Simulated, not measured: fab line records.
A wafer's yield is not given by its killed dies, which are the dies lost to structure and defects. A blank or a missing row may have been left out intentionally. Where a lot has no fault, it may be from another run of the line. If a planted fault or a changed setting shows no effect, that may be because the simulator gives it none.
fab line records | flow sfq-line
record: lots: 6 | wafers: 18 | last-day: 79
route steps=325 shown L0@4 L0V@16 M0@28
lots with no fault: from the same line, run without faults
start-h: start of the lot's first displayed wafer, in hours after the record's first day | wait-h: hours since the lot's step before | " identical to the entry in the row above | L1.1+2: a single row standing in for several wafers | - value missing, or start not given | * or withheld: withheld | < > ~ a bound
route shown NAME@n: NAME is a module with steps in the file, n the number in the route of the first one | usual: mean/standard deviation taken from wafers without a fault | same: alike in all rows | chamber/n: place in a boat | sites: per-site readings | _std_site: how widely they spread, as a standard deviation | _edge_site: the outer-site mean with the inner-site mean subtracted | radius-mm: how far each site lies from the wafer's centre | mask NAME#n: copy n | behind: the most recent tool/chamber to have shaped the wafer | hold: cause of the lot's hold/its duration in hours/its outcome | device: names the non-switching transistor (n, p or np) | end of line: the same wafers' tests at the end of the route | for a step that has no rows: nothing shown but its recipe | killed: count of dies lost to structure and defects at first sort (not the wafer's yield) | map: a wafer's dies, marking killed ones x, the rest . and places with no die _
set.NAME: the run value of the setting; set.NAME@STEP: its run value at that earlier step | model.NAME: the simulator's own value behind a step, which no gauge read
certain route steps with their lots: each step a table, each wafer a row
services: the hour from which a tool's chamber was out of use, counted from the record's first day as start-h (under 0 if before that day), plus the number of hours and why
== steps ==
step: SFQ_L0_RS_MEAS_901
recipe: thk-meas-gauge: four-point-probe | reads: MoNx_KI_of_TRILAYER_L0_DEP_SPUTTER_003
usual: L0_MONX_KI_RS: 43.4/0.52
lot.wafer | tool          | chamber | start-h | wait-h | L0_MONX_KI_RS[ohm/sq]
L668.2    | film-metro-03 | -       | 12.58   | 0.1    | 42.9
L668.3    | "             | -       | "       | "      | 43.3
L668.5    | "             | -       | "       | "      | 43.8
L677.2    | film-metro-01 | -       | 57.58   | 0.1    | 44.0
L677.4    | "             | -       | "       | "      | 44.3
L677.5    | "             | -       | "       | "      | 44.1
L678.1    | film-metro-03 | -       | 62.56   | 0.0    | 43.5
L678.3    | "             | -       | "       | "      | 43.6
L678.5    | "             | -       | "       | "      | 43.8
L681.1    | film-metro-03 | -       | 77.56   | 0.0    | 42.8
L681.5    | "             | -       | "       | "      | 42.9
L681.6    | "             | -       | "       | "      | 42.4
L682.1    | film-metro-01 | -       | 82.56   | 0.0    | 43.9
L682.2    | "             | -       | "       | "      | 43.8
L682.3    | "             | -       | "       | "      | 43.7
L684.2    | film-metro-04 | -       | 92.58   | 0.1    | 43.0
L684.4    | "             | -       | "       | "      | 43.1
L684.6    | "             | -       | "       | "      | 43.0
step: SFQ_L0_THK_MEAS_902
recipe: thk-meas-gauge: xrf | reads: MoNx_KI_of_TRILAYER_L0_DEP_SPUTTER_003
usual: L0_MONX_KI_THK: 40.0/0.5
lot.wafer | tool          | chamber | start-h | wait-h | L0_MONX_KI_THK[nm]
L668.2    | film-metro-03 | -       | 12.69   | 0.1    | 40.5
L668.3    | "             | -       | "       | "      | 40.1
L668.5    | "             | -       | "       | "      | 39.4
L677.2    | film-metro-01 | -       | 57.69   | 0.1    | 39.8
L677.4    | "             | -       | "       | "      | 39.1
L677.5    | "             | -       | "       | "      | 39.4
L678.1    | film-metro-03 | -       | 62.68   | 0.1    | 39.7
L678.3    | "             | -       | "       | "      | 39.8
L678.5    | "             | -       | "       | "      | 39.7
L681.1    | film-metro-03 | -       | 77.68   | 0.1    | 40.5
L681.5    | "             | -       | "       | "      | 40.4
L681.6    | "             | -       | "       | "      | 40.9
L682.1    | film-metro-01 | -       | 82.68   | 0.1    | 39.4
L682.2    | "             | -       | "       | "      | 39.4
L682.3    | "             | -       | "       | "      | 39.8
L684.2    | film-metro-04 | -       | 92.69   | 0.1    | 40.5
L684.4    | "             | -       | "       | "      | 40.1
L684.6    | "             | -       | "       | "      | 40.2
step: SFQ_TRILAYER_L0_LITHO_COAT_010
recipe: resist: BARC | spin-rpm: 3000 | resist-thk-nm: 62
step: SFQ_TRILAYER_L0_LITHO_COAT_005
recipe: resist: KrF | spin-rpm: 3000 | resist-thk-nm: 600
step: SFQ_TRILAYER_L0_LITHO_SOFTBAKE_009
recipe: temp-c: withheld | time-s: withheld | resist: KrF
step: SFQ_TRILAYER_L0_LITHO_EXPOSE_006
recipe: mask-id: L0 | na: 0.6 | source-shape: conventional | sigma-outer: 0.65 | target-cd-nm: 2000 | dose-mj: 14.4
step: SFQ_TRILAYER_L0_LITHO_PEB_008
recipe: peb-temp-c: 115 | peb-time-s: 60 | resist: KrF
step: SFQ_TRILAYER_L0_LITHO_DEVELOP_007
recipe: time-s: 60 | resist: KrF
step: SFQ_TRILAYER_L0_BARC_OPEN_METAL_ETCH_010
recipe: mask-material: PR | chemistry: O2 | target-depth-nm: 125 | target: BARC | icp-w: 600 | bias-w: 80 | pressure-mtorr: 10 | time-s: 41.7
usual: drypump-motor-current-A: 5.8/0.56 | he-backside-leak-sccm: 3.39/0.29 | oes-product-au: 0.685/0.0044
lot.wafer | tool         | chamber | start-h | wait-h | drypump-motor-current-A | he-backside-leak-sccm | oes-product-au | rf-hours-counter-h
L668.2    | rie-metal-03 | 0       | 76.82   | 0.1    | 6.3                     | 3.35                  | 0.679          | 181
L668.3    | "            | 0       | "       | "      | 6.3                     | 3.35                  | 0.690          | -
L668.5    | "            | 1       | "       | "      | 6.5                     | 3.31                  | 0.685          | -
L677.2    | rie-metal-03 | 1       | 127.80  | 0.1    | 6.5                     | 3.50                  | 0.681          | -
L677.4    | "            | 1       | "       | "      | 6.5                     | 3.36                  | 0.680          | -
L677.5    | "            | 1       | "       | "      | 6.5                     | 3.32                  | 0.690          | -
L678.1    | rie-metal-02 | 0       | 134.98  | 0.1    | 4.9                     | 3.65                  | 0.684          | 163
L678.3    | "            | 0       | "       | "      | 4.8                     | 3.56                  | 0.684          | -
L678.5    | "            | 0       | "       | "      | 4.8                     | 3.66                  | 0.686          | -
L681.1    | rie-metal-02 | 0       | 153.00  | 0.1    | 4.8                     | 3.52                  | 0.684          | 165
L681.5    | "            | 1       | "       | "      | 6.0                     | 3.26                  | 0.690          | -
L681.6    | "            | 0       | "       | "      | 4.8                     | 3.56                  | 0.690          | -
L682.1    | rie-metal-02 | 0       | 157.63  | 0.1    | 4.8                     | 3.52                  | 0.688          | 166
L682.2    | "            | 1       | "       | "      | 6.0                     | 3.50                  | 0.684          | 90
L682.3    | "            | 0       | "       | "      | 4.8                     | 3.46                  | 0.690          | -
L684.2    | rie-metal-02 | 0       | 169.58  | 0.1    | 4.8                     | 3.76                  | 0.682          | 168
L684.4    | "            | 0       | "       | "      | 4.8                     | 3.49                  | 0.683          | -
L684.6    | "            | 1       | "       | "      | 6.0                     | 3.38                  | 0.685          | -
step: SFQ_TRILAYER_L0_ETCH_METAL_ETCH_008
recipe: target: MoNx_KI | stop-on: SiO2 | mask-material: PR | chemistry: SF6/O2 | target-depth-nm: 50 | icp-w: 600 | bias-w: 80 | pressure-mtorr: 10 | time-s: 25
step: SFQ_TRILAYER_L0_STRIP_STRIP_009
recipe: gas: O2 | power-w: 200 | platen-temp-c: 40 | overash-fraction: 0.65 | chemistry: O2 | pressure-mtorr: 50
usual: drypump-motor-current-A: 5.8/0.56 | he-backside-leak-sccm: 3.40/0.28 | oes-product-au: 0.997/0.0091
lot.wafer | tool         | chamber | start-h | wait-h | drypump-motor-current-A | he-backside-leak-sccm | oes-product-au | rf-hours-counter-h
L668.2    | rie-metal-03 | 0       | 76.92   | 0.0    | 6.3                     | 5.93                  | 1.001          | 181
L668.3    | "            | 0       | "       | "      | 6.3                     | 3.21                  | 0.992          | -
L668.5    | "            | 1       | "       | "      | 6.5                     | 3.39                  | 0.993          | -
L677.2    | rie-metal-03 | 1       | 128.20  | 0.3    | 6.4                     | 3.34                  | 0.979          | -
L677.4    | "            | 1       | "       | "      | 6.4                     | 3.44                  | 0.975          | -
L677.5    | "            | 1       | "       | "      | 6.4                     | 3.42                  | 0.979          | -
L678.1    | rie-metal-02 | 0       | 135.09  | 0.0    | 4.8                     | 3.76                  | 0.997          | 163
L678.3    | "            | 0       | "       | "      | 4.8                     | 3.76                  | 1.002          | -
L678.5    | "            | 0       | "       | "      | 4.8                     | 3.81                  | 1.006          | -
L681.1    | rie-metal-02 | 0       | 153.11  | 0.0    | 4.8                     | 3.52                  | 0.999          | 166
L681.5    | "            | 1       | "       | "      | 6.0                     | 3.28                  | 1.010          | -
L681.6    | "            | 0       | "       | "      | 4.8                     | 3.88                  | 1.008          | -
L682.1    | rie-metal-02 | 0       | 157.74  | 0.0    | 4.8                     | 3.57                  | 0.993          | 166
L682.2    | "            | 1       | "       | "      | 6.0                     | 3.32                  | 0.995          | 90
L682.3    | "            | 0       | "       | "      | 4.9                     | 3.70                  | 0.987          | -
L684.2    | rie-metal-02 | 0       | 169.69  | 0.0    | 4.8                     | 3.33                  | 0.987          | 168
L684.4    | "            | 0       | "       | "      | 4.9                     | 3.45                  | 0.999          | -
L684.6    | "            | 1       | "       | "      | 6.0                     | 3.41                  | 0.992          | -
step: SFQ_TRILAYER_L0_STRIP_SOLV_CLEAN_010
recipe: chemistry: NMP | temp-c: 70 | time-s: 600
step: SFQ_TRILAYER_L0_CAP_PECVD_011
recipe: material: SiO2 | temp-c: 150 | time-s: 13.333 | pressure-torr: 2.4 | rf-w: 183.3 | precursor: SiH4/N2O | target-thk-nm: 60
usual: heater-power-w: 81/20 | throttle-valve-pct: 24.1/0.97
lot.wafer | tool     | chamber | start-h | wait-h | heater-power-w | throttle-valve-pct | model.SiO2_of_TRILAYER_L0_CAP_PECVD_011.thk-nm
L668.2    | pecvd-01 | 1       | 77.71   | 0.0    | 88             | 26.4               | 58.84
L668.3    | "        | 2       | "       | "      | 79             | 24.1               | 59.49
L668.5    | "        | 2       | "       | "      | 80             | 24.1               | 60.83
L677.2    | pecvd-03 | 1       | 129.37  | 0.0    | 75             | 23.6               | 59.42
L677.4    | "        | 0       | "       | "      | 59             | 22.9               | 60.53
L677.5    | "        | 2       | "       | "      | 83             | 24.1               | 61.49
L678.1    | pecvd-01 | 1       | 135.86  | 0.0    | 91             | 25.9               | 60.22
L678.3    | "        | 2       | "       | "      | 77             | 24.1               | 59.92
L678.5    | "        | 1       | "       | "      | 91             | 26.4               | 60.54
L681.1    | pecvd-03 | 2       | 154.06  | 0.0    | 76             | 24.5               | 59.3
L681.5    | "        | 0       | "       | "      | 51             | 22.9               | 60.88
L681.6    | "        | 2       | "       | "      | 76             | 24.6               | 60.09
L682.1    | pecvd-03 | 0       | 158.69  | 0.0    | 59             | 23.1               | 42.5
L682.2    | "        | 2       | "       | "      | 72             | 24.4               | 58.8
L682.3    | "        | 1       | "       | "      | 79             | 23.7               | 58.74
L684.2    | pecvd-03 | 1       | 170.64  | 0.0    | 86             | 23.6               | 58.79
L684.4    | "        | 1       | "       | "      | 87             | 23.7               | 42.89
L684.6    | "        | 2       | "       | "      | 78             | 24.4               | 59.77
step: SFQ_TRILAYER_L0_VIA_LITHO_COAT_018
recipe: resist: BARC | spin-rpm: 3000 | resist-thk-nm: 62
step: SFQ_TRILAYER_L0_VIA_LITHO_COAT_013
recipe: resist: KrF | spin-rpm: 3000 | resist-thk-nm: 650
step: SFQ_TRILAYER_L0_VIA_LITHO_SOFTBAKE_017
recipe: temp-c: withheld | time-s: withheld | resist: KrF
step: SFQ_TRILAYER_L0_VIA_LITHO_EXPOSE_014
recipe: mask-id: L0V | na: 0.6 | source-shape: conventional | sigma-outer: 0.65 | target-cd-nm: 700 | dose-mj: 21.3
step: SFQ_TRILAYER_L0_VIA_LITHO_PEB_016
recipe: peb-temp-c: 115 | peb-time-s: 60 | resist: KrF
step: SFQ_TRILAYER_L0_VIA_LITHO_DEVELOP_015
recipe: time-s: 60 | resist: KrF
step: SFQ_L0V_OVL_MEAS_903
usual: L0V_OVL: 1/4.3
lot.wafer | tool       | chamber | start-h | wait-h | L0V_OVL[nm]
L668.2    | overlay-02 | -       | 151.64  | 0.1    | 7
L668.3    | "          | -       | "       | "      | -2
L668.5    | "          | -       | "       | "      | 1
L677.2    | overlay-02 | -       | 216.97  | 0.1    | -4
L677.4    | "          | -       | "       | "      | -3
L677.5    | "          | -       | "       | "      | 0
L678.1    | overlay-02 | -       | 220.57  | 0.1    | 1
L678.3    | "          | -       | "       | "      | 0
L678.5    | "          | -       | "       | "      | -1
L681.1    | overlay-02 | -       | 239.77  | 0.1    | 8
L681.5    | "          | -       | "       | "      | 10
L681.6    | "          | -       | "       | "      | -2
L682.1    | overlay-01 | -       | 244.10  | 0.1    | 5
L682.2    | "          | -       | "       | "      | 3
L682.3    | "          | -       | "       | "      | 10
L684.2    | overlay-02 | -       | 254.91  | 0.1    | 7
L684.4    | "          | -       | "       | "      | 4
L684.6    | "          | -       | "       | "      | 3
step: SFQ_TRILAYER_L0_VIA_BARC_OPEN_VIA_ETCH_021
recipe: mask-material: PR | chemistry: O2 | target-depth-nm: 125 | target: BARC | source-w: 500 | bias-w: 80 | pressure-mtorr: 30 | time-s: 41.7
usual: drypump-motor-current-A: 5.7/0.49 | oes-product-au: 0.685/0.0051
lot.wafer | tool        | chamber | start-h | wait-h | drypump-motor-current-A | oes-product-au | rf-hours-counter-h
L668.2    | rie-diel-02 | 3       | 151.67  | 0.0    | 6.1                     | 0.688          | 26
L668.3    | "           | 0       | "       | "      | 4.8                     | 0.677          | 128
L668.5    | "           | 1       | "       | "      | 5.7                     | 0.682          | -
L677.2    | rie-diel-02 | 3       | 217.00  | 0.0    | 6.1                     | 0.684          | 27
L677.4    | "           | 2       | "       | "      | 5.2                     | 0.685          | 0
L677.5    | "           | 0       | "       | "      | 4.8                     | 0.691          | -
L678.1    | rie-diel-04 | 0       | 220.60  | 0.0    | 5.5                     | 0.689          | 1
L678.3    | "           | 2       | "       | "      | 6.2                     | 0.684          | 94
L678.5    | "           | 3       | "       | "      | 5.6                     | 0.685          | -
L681.1    | rie-diel-02 | 3       | 239.80  | 0.0    | 6.1                     | 0.682          | 27
L681.5    | "           | 3       | "       | "      | 6.2                     | 0.689          | -
L681.6    | "           | 2       | "       | "      | 5.3                     | 0.681          | -
L682.1    | rie-diel-03 | 0       | 244.14  | 0.0    | 5.2                     | 0.688          | 5
L682.2    | "           | 3       | "       | "      | 6.2                     | 0.686          | 77
L682.3    | "           | 2       | "       | "      | 6.1                     | 0.685          | 89
L684.2    | rie-diel-02 | 2       | 254.94  | 0.0    | 5.2                     | 0.682          | 1
L684.4    | "           | 0       | "       | "      | 4.8                     | 0.683          | 129
L684.6    | "           | 1       | "       | "      | 5.7                     | 0.684          | -
step: SFQ_TRILAYER_L0_VIA_ETCH_VIA_ETCH_016
recipe: target: SiO2 | stop-on: MoNx_KI | mask-material: PR | chemistry: CHF3 | target-depth-nm: 80 | source-w: 500 | bias-w: 80 | pressure-mtorr: 30 | time-s: withheld
usual: drypump-motor-current-A: 5.7/0.49 | oes-product-au: 0.844/0.0073
lot.wafer | tool        | chamber | start-h | wait-h | drypump-motor-current-A | oes-product-au | model.etch.depth-nm | model.L0V.feature-depth-nm
L668.2    | rie-diel-02 | 3       | 151.71  | 0.0    | 6.1                     | 0.831          | 58.84               | 58.84
L668.3    | "           | 0       | "       | "      | 4.8                     | 0.841          | 59.49               | 59.49
L668.5    | "           | 1       | "       | "      | 5.7                     | 0.845          | 60.83               | 60.83
L677.2    | rie-diel-02 | 3       | 217.04  | 0.0    | 6.1                     | 0.836          | 59.42               | 59.42
L677.4    | "           | 2       | "       | "      | 5.3                     | 0.843          | 60.53               | 60.53
L677.5    | "           | 0       | "       | "      | 4.8                     | 0.852          | 61.49               | 61.49
L678.1    | rie-diel-04 | 0       | 220.64  | 0.0    | 5.5                     | 0.841          | 60.22               | 60.22
L678.3    | "           | 2       | "       | "      | 6.2                     | 0.840          | 59.92               | 59.92
L678.5    | "           | 3       | "       | "      | 5.6                     | 0.846          | 60.54               | 60.54
L681.1    | rie-diel-02 | 3       | 239.84  | 0.0    | 6.1                     | 0.841          | 59.3                | 59.3
L681.5    | "           | 3       | "       | "      | 6.2                     | 0.856          | 60.88               | 60.88
L681.6    | "           | 2       | "       | "      | 5.2                     | 0.850          | 60.09               | 60.09
L682.1    | rie-diel-03 | 0       | 244.18  | 0.0    | 5.2                     | 0.702          | 42.5                | 42.5
L682.2    | "           | 3       | "       | "      | 6.2                     | 0.839          | 58.8                | 58.8
L682.3    | "           | 2       | "       | "      | 6.1                     | 0.834          | 58.74               | 58.74
L684.2    | rie-diel-02 | 2       | 254.98  | 0.0    | 5.2                     | 0.839          | 58.79               | 58.79
L684.4    | "           | 0       | "       | "      | 4.8                     | 0.715          | 42.89               | 42.89
L684.6    | "           | 1       | "       | "      | 5.7                     | 0.835          | 59.77               | 59.77
step: SFQ_TRILAYER_L0_VIA_STRIP_STRIP_017
recipe: gas: O2 | power-w: 200 | platen-temp-c: 40 | overash-fraction: 0.65 | chemistry: O2 | pressure-mtorr: 50
usual: drypump-motor-current-A: 6.0/0.47 | he-backside-leak-sccm: 3.4/0.35 | oes-product-au: 0.995/0.0097
lot.wafer | tool         | chamber | start-h | wait-h | drypump-motor-current-A | he-backside-leak-sccm | oes-product-au | rf-hours-counter-h
L668.2    | rie-metal-03 | 1       | 151.96  | -      | 6.5                     | 3.5                   | 0.972          | -
L668.3    | "            | 1       | "       | "      | 6.5                     | 3.5                   | 0.970          | -
L668.5    | "            | 1       | "       | "      | 6.5                     | 3.5                   | 0.993          | -
L677.2    | rie-metal-01 | 0       | 217.29  | -      | 5.9                     | 3.4                   | 0.993          | -
L677.4    | "            | 0       | "       | "      | 5.9                     | 3.3                   | 0.996          | -
L677.5    | "            | 0       | "       | "      | 5.9                     | 3.1                   | 0.998          | -
L678.1    | rie-metal-04 | 1       | 220.69  | -      | 5.0                     | 3.6                   | 1.003          | 73
L678.3    | "            | 1       | "       | "      | 5.0                     | 3.5                   | 1.005          | -
L678.5    | "            | 1       | "       | "      | 5.0                     | 3.8                   | 0.999          | -
L681.1    | rie-metal-04 | 1       | 239.89  | -      | 5.0                     | 3.6                   | 1.011          | 76
L681.5    | "            | 0       | "       | "      | 6.2                     | 3.1                   | 1.004          | -
L681.6    | "            | 1       | "       | "      | 5.0                     | 3.7                   | 1.006          | -
L682.1    | rie-metal-01 | 1       | 244.23  | -      | 6.1                     | 3.3                   | 0.992          | 157
L682.2    | "            | 0       | "       | "      | 5.8                     | 3.2                   | 0.996          | 105
L682.3    | "            | 1       | "       | "      | 6.0                     | 3.1                   | 1.001          | -
L684.2    | rie-metal-01 | 1       | 255.03  | -      | 6.0                     | 3.2                   | 0.996          | 159
L684.4    | "            | 0       | "       | "      | 5.8                     | 3.3                   | 0.996          | -
L684.6    | "            | 1       | "       | "      | 6.0                     | 3.6                   | 0.992          | -
step: SFQ_TRILAYER_L0_VIA_STRIP_SOLV_CLEAN_018
recipe: chemistry: NMP | temp-c: 70 | time-s: 600
step: SFQ_TRILAYER_M0_DEP_PRE_CLEAN_020
recipe: gas: Ar | time-s: 15 | bias-v: 250
usual: bias-v: 250.0/2.3
lot.wafer | tool           | chamber | start-h | wait-h | bias-v | model.SiO2_of_TRILAYER_L0_CAP_PECVD_011.thk-nm
L668.2    | pvd-sputter-05 | -       | 153.13  | 0.0    | 251.9  | 53.84
L668.3    | "              | -       | "       | "      | 247.7  | 54.49
L668.5    | "              | -       | "       | "      | 246.9  | 55.83
L677.2    | pvd-sputter-04 | -       | 218.48  | 0.0    | 247.8  | 54.43
L677.4    | "              | -       | "       | "      | 251.3  | 55.53
L677.5    | "              | -       | "       | "      | 246.1  | 56.49
L678.1    | pvd-sputter-03 | -       | 221.48  | 0.0    | 253.0  | 55.22
L678.3    | "              | -       | "       | "      | 251.3  | 54.92
L678.5    | "              | -       | "       | "      | 252.5  | 55.54
L681.1    | pvd-sputter-04 | -       | 240.67  | 0.0    | 252.3  | 54.3
L681.5    | "              | -       | "       | "      | 252.2  | 55.88
L681.6    | "              | -       | "       | "      | 249.7  | 55.09
L682.1    | pvd-sputter-04 | -       | 245.00  | 0.0    | 250.7  | 37.5
L682.2    | "              | -       | "       | "      | 250.1  | 53.8
L682.3    | "              | -       | "       | "      | 249.2  | 53.74
L684.2    | pvd-sputter-03 | -       | 255.80  | 0.0    | 250.8  | 53.79
L684.4    | "              | -       | "       | "      | 251.3  | 37.89
L684.6    | "              | -       | "       | "      | 250.3  | 54.77
step: SFQ_TRILAYER_M0_DEP_SPUTTER_019
recipe: material: Nb | base-pressure-pa: 1.33e-06 | chamber-pressure-pa: 0.1333 | substrate-temp-c: 20 | resputter-cathode-voltage-v: 400 | target-thk-nm: 200 | power-w: 2000 | time-s: 133.3
usual: base-pressure-pa: 1.34e-06/8.2e-08 | chamber-pressure-pa: 0.13328/0.00029 | throttle-valve-pct: 30.2/0.93
lot.wafer | tool           | chamber | start-h | wait-h | base-pressure-pa | chamber-pressure-pa | throttle-valve-pct
L668.2    | pvd-sputter-05 | -       | 153.16  | 0.0    | 1.28e-06         | 0.13292             | 31.3
L668.3    | "              | -       | "       | "      | 1.39e-06         | 0.13323             | 29.9
L668.5    | "              | -       | "       | "      | 1.42e-06         | 0.13342             | 29.1
L677.2    | pvd-sputter-04 | -       | 218.51  | 0.0    | 1.2e-06          | 0.13355             | 31.6
L677.4    | "              | -       | "       | "      | 1.29e-06         | 0.13311             | 29.5
L677.5    | "              | -       | "       | "      | 1.4e-06          | 0.13317             | 31.5
L678.1    | pvd-sputter-03 | -       | 221.51  | 0.0    | 1.39e-06         | 0.1333              | 30.8
L678.3    | "              | -       | "       | "      | 1.32e-06         | 0.1335              | 31.7
L678.5    | "              | -       | "       | "      | 1.36e-06         | 0.13285             | 30.7
L681.1    | pvd-sputter-04 | -       | 240.69  | 0.0    | 1.4e-06          | 0.13326             | 29.0
L681.5    | "              | -       | "       | "      | 1.32e-06         | 0.13319             | 29.3
L681.6    | "              | -       | "       | "      | 1.35e-06         | 0.1327              | 32.0
L682.1    | pvd-sputter-04 | -       | 245.03  | 0.0    | 1.49e-06         | 0.13326             | 30.5
L682.2    | "              | -       | "       | "      | 1.31e-06         | 0.13344             | 29.3
L682.3    | "              | -       | "       | "      | 1.4e-06          | 0.13353             | 29.9
L684.2    | pvd-sputter-03 | -       | 255.83  | 0.0    | 1.32e-06         | 0.13324             | 30.8
L684.4    | "              | -       | "       | "      | 1.35e-06         | 0.1332              | 31.5
L684.6    | "              | -       | "       | "      | 1.29e-06         | 0.13345             | 29.1
== services ==
tool           | chamber | start-h | hours | kind
pvd-sputter-04 | -       | 79.07   | 2.7   | repair
rie-diel-02    | 2       | 80.40   | 8.7   | repair
rie-metal-03   | 0       | 102.60  | 143.8 | repair
rie-diel-03    | 1       | 103.54  | 21.3  | repair
rie-metal-01   | -       | 112.10  | 2.8   | pm
pvd-sputter-03 | -       | 134.98  | 2.4   | repair
pvd-sputter-04 | -       | 145.21  | 2.6   | repair
pvd-sputter-05 | -       | 160.48  | 3.0   | repair
pecvd-03       | -       | 176.44  | 0.4   | repair
pvd-sputter-03 | -       | 181.83  | 0.6   | repair
pvd-sputter-04 | 1       | 183.99  | -     | consumable-replace:kit
pvd-sputter-04 | 1       | 183.99  | 18.0  | scheduled-down
rie-diel-02    | 2       | 184.49  | -     | clean
rie-diel-02    | 2       | 184.49  | 17.1  | scheduled-down
rie-diel-02    | 2       | 184.49  | 17.1  | vent-cycle
pecvd-01       | -       | 194.25  | 14.0  | pm
pvd-sputter-03 | -       | 194.26  | 1.2   | repair
rie-metal-02   | 1       | 211.05  | 1.7   | repair
rie-metal-01   | 1       | 216.92  | 7.1   | repair
rie-metal-02   | -       | 227.32  | 28.1  | pm
rie-metal-01   | -       | 235.00  | 0.5   | repair
rie-diel-03    | 1       | 240.18  | 5.4   | repair
rie-diel-02    | -       | 247.11  | 0.3   | repair
rie-diel-03    | -       | 253.61  | 2.8   | pm
== key ==
first-sign: step: SFQ_TRILAYER_L0_VIA_ETCH_VIA_ETCH_016 | reading: oes-product-au | direction: down | sigmas: 18 | usual: 0.844 | struck: 0.709
effect none on later readings
model-effect: step: SFQ_TRILAYER_L0_CAP_PECVD_011 | value: SiO2_of_TRILAYER_L0_CAP_PECVD_011.thk-nm | without: 59.96 | struck: 42.69
model-effect: step: SFQ_TRILAYER_L0_VIA_ETCH_VIA_ETCH_016 | value: etch.depth-nm | without: 59.96 | struck: 42.69
model-effect: step: SFQ_TRILAYER_M0_DEP_PRE_CLEAN_020 | value: SiO2_of_TRILAYER_L0_CAP_PECVD_011.thk-nm | without: 54.96 | struck: 37.69
met-at SFQ_TRILAYER_L0_CAP_PECVD_011
struck-wafers L682.1,L684.4
onset-between 154.06 158.69
fault: kind: process-parameter-drift | tool: pecvd-03 | chamber: - | onset-h: 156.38 | steps: SFQ_TRILAYER_L0_CAP_PECVD_011 | channel: target-thk-nm | offset: -17.272 | shape: step | end-h: 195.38 | scope: struck-wafers-only | acts-in: these-recipes-only | stated: 60
